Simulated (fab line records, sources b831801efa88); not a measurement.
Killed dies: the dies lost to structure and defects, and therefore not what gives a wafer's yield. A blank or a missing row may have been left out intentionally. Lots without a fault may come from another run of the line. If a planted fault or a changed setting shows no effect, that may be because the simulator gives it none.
One fault seen from 2 desks :: flow gf180mcu :: each desk holds nothing but its own numbers, with what lay behind them at the end

## THE METROLOGY DESK
What the gauges read, lot by lot, whatever tool the lot ran on: means of the sampled wafers that have a number. If a lot's mean is further than 4 standard deviations from the usual mean, the lot is out of limits and carries the mark OUT (the distance appears in the brackets).
Columns: A = cd_nm at GF_HV_LDD_CD_MEAS_19, usual 401.1 nm; B = CONTACT_OVL at GF_CONTACT_OVL_MEAS_15, usual 4 nm
lot: L969
first seen here: day 11 14:56
A: 403.5
B: 5

lot: L971
first seen here: day 11 23:00
A: 400.1
B: 3

lot: L972
first seen here: day 12 06:25
A: 400.7
B: 5

lot: L978
first seen here: day 14 00:37
A: 398.2
B: -2

lot: L979
first seen here: day 14 09:01
A: 399.7
B: 7

lot: L980
first seen here: day 14 13:23
A: 402.0
B: 9

lot: L986
first seen here: day 16 13:56
A: 409.3
B: 14

lot: L987
first seen here: day 16 17:42
A: 402.7
B: 2

lot: L988
first seen here: day 17 04:11
A: 410.6 (+4.5) OUT
B: 10

lot: L990
first seen here: day 17 16:13
A: 400.3
B: 4

lot: L991
first seen here: day 17 22:49
A: 399.2
B: -2
This desk's finding: out of limits on L988; first on L988, day 17 04:11 (cd_nm at GF_HV_LDD_CD_MEAS_19). L969, L971, L972, L978, L979, L980, L986, L987, L990, L991: within limits.

## FOR THE TOOL OWNER'S DESK: litho_track-04
The tool's own readings at GF_HV_LDD_COAT_14 (resist thk 1000 nm): means of the sampled wafers that have a number, for each lot that ran on this tool. If a lot's mean is further than 4 standard deviations from the usual mean, the lot is out of limits and carries the mark OUT (the distance appears in the brackets).
Columns: A = chill_plate_temp_C at GF_HV_LDD_COAT_14, usual 23.01 C; B = exhaust_pa at GF_HV_LDD_COAT_14, usual 44.9 Pa; C = resist_line_temp_C at GF_HV_LDD_COAT_14, usual 22.97 C; D = spin_speed_rpm at GF_HV_LDD_COAT_14, usual 3000.0 rpm
lot: L971
first seen here: day 11 13:13
A: 23.17
B: 45.9
C: 22.93
D: 3000.4

lot: L980
first seen here: day 14 02:50
A: 22.97
B: 45.3
C: 23.18
D: 2999.5

lot: L986
first seen here: day 16 03:11
A: 23.00
B: 46.1
C: 22.89
D: 3569.4 (+99 or more) OUT

lot: L988
first seen here: day 16 16:41
A: 22.95
B: 45.1
C: 22.93
D: 3567.5 (+99 or more) OUT
This desk's finding: out of limits on L986, L988; first on L986, day 16 03:11 (spin_speed_rpm at GF_HV_LDD_COAT_14). L971, L980: within limits.

## TAKEN TOGETHER
The tool owner's desk could have raised an alarm at day 16 03:11, on L986, L988.
Metrology desk: alarm possible at day 17 04:11 on L988.
The metrology desk holds a record of L986, inside its limits.
On litho_track-04, each named lot ran GF_HV_LDD_COAT_14.

## WHAT THE SIMULATOR HAD PUT IN
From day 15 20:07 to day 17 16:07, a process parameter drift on litho_track-04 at GF_HV_LDD_COAT_14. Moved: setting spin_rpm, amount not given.
Struck lots among those shown: L986, L988.
Hours from the fault's start to each desk's first reading out of limits: the tool owner's desk, 7; the metrology desk, 32.
